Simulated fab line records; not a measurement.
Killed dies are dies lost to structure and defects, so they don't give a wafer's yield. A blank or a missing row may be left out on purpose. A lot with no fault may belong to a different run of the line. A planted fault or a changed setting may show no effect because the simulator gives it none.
The tool behind it: which one?	flow gf180mcu	Sampling: 6 lots, 18 wafers, 5 of 602 route steps

== WHAT THE GAUGES READ, wafer by wafer ==
GF_MIM_THK_MEAS_06.
lot	measured	on	MIM_CVD_05_THK (nm)
L868	day 24 17:39	film_metro-02	41.7 41.9 42.8
L877	day 27 15:38	film_metro-02	54.9 54.6 55.5
L884	day 30 05:57	film_metro-01	42.6 43.1 42.6
L886	day 30 13:00	film_metro-02	41.5 42.3 42.0
L888	day 30 15:55	film_metro-01	41.3 42.7 42.4
L890	day 31 16:22	film_metro-04	41.3 41.5 42.5

== TOOL THAT RAN EACH LOT (tool first, then ch and the chambers of the sampled wafers, then the start) ==
lot	GF_M4_METAL_ETCH_16	GF_V4_ETCH_16	GF_MIM_SPUTTER_04	GF_MIM_CVD_05
L868	rie_metal-02 ch 0,1, day 23 16:35	rie_diel-02 ch 0,2,3, day 24 15:59	pvd_sputter-03, day 24 17:34	pecvd-04 ch 0,1,2, day 24 17:37
L877	rie_metal-01 ch 0,1, day 26 15:32	rie_diel-03 ch 0,1,3, day 27 14:01	pvd_sputter-04, day 27 15:33	pecvd-01 ch 0,1,2, day 27 15:35
L884	rie_metal-04 ch 0,1, day 29 07:53	rie_diel-03 ch 0,1,3, day 30 04:19	pvd_sputter-04, day 30 05:50	pecvd-01 ch 0,1,2, day 30 05:54
L886	rie_metal-02 ch 0,1, day 29 15:29	rie_diel-03 ch 2,3, day 30 11:16	pvd_sputter-04, day 30 12:55	pecvd-04 ch 0,2, day 30 12:57
L888	rie_metal-02 ch 0,1, day 29 18:09	rie_diel-02 ch 0,2, day 30 14:19	pvd_sputter-04, day 30 15:51	pecvd-01 ch 0,1,2, day 30 15:53
L890	rie_metal-01 ch 0,1, day 30 20:08	rie_diel-02 ch 0,2,3, day 31 14:41	pvd_sputter-04, day 31 16:17	pecvd-01 ch 0,2, day 31 16:20
- GF_M4_METAL_ETCH_16: etches the open film in Cl2/BCl3, stops on SiO2, target depth 627.5 nm, time 104.6 s.
- GF_V4_ETCH_16: etches BARC in N2/H2.
- GF_MIM_SPUTTER_04: material TiN, target thk 50 nm, time 41.7 s.
- GF_MIM_CVD_05: deposits Si3N4, target thk 42 nm, time 29.086 s.

== THE ANSWER, worked out from the rows above alone ==
Rule: the lots themselves supply what counts as usual. The widest of any qualifying gaps counts: lots, ordered by their means at a reading, are off when they make up no more than a third of the lots, leave a main group of 4 or more, and stand apart from it by 3 or more times the standard deviation of that group's means. A main group is skipped when, at the precision printed for the reading in the tables above, its means are all equal. A lot without any number at a reading at which 4 lots or more have one is off too. Any other lot the step has rows for is counted as sound.
Off: L877, at GF_MIM_THK_MEAS_06 (MIM_CVD_05_THK). Mean 42.1 nm and standard deviation 0.34 in the main group.
If a tool, at a process step before that reading, ran all the lots that are off and no sound lot after the first of them, it fits. Those tools and the gauges at GF_MIM_THK_MEAS_06 are tried in the same way. Of those tried, none fits.

== WHAT THE SIMULATOR HAD INSERTED ==
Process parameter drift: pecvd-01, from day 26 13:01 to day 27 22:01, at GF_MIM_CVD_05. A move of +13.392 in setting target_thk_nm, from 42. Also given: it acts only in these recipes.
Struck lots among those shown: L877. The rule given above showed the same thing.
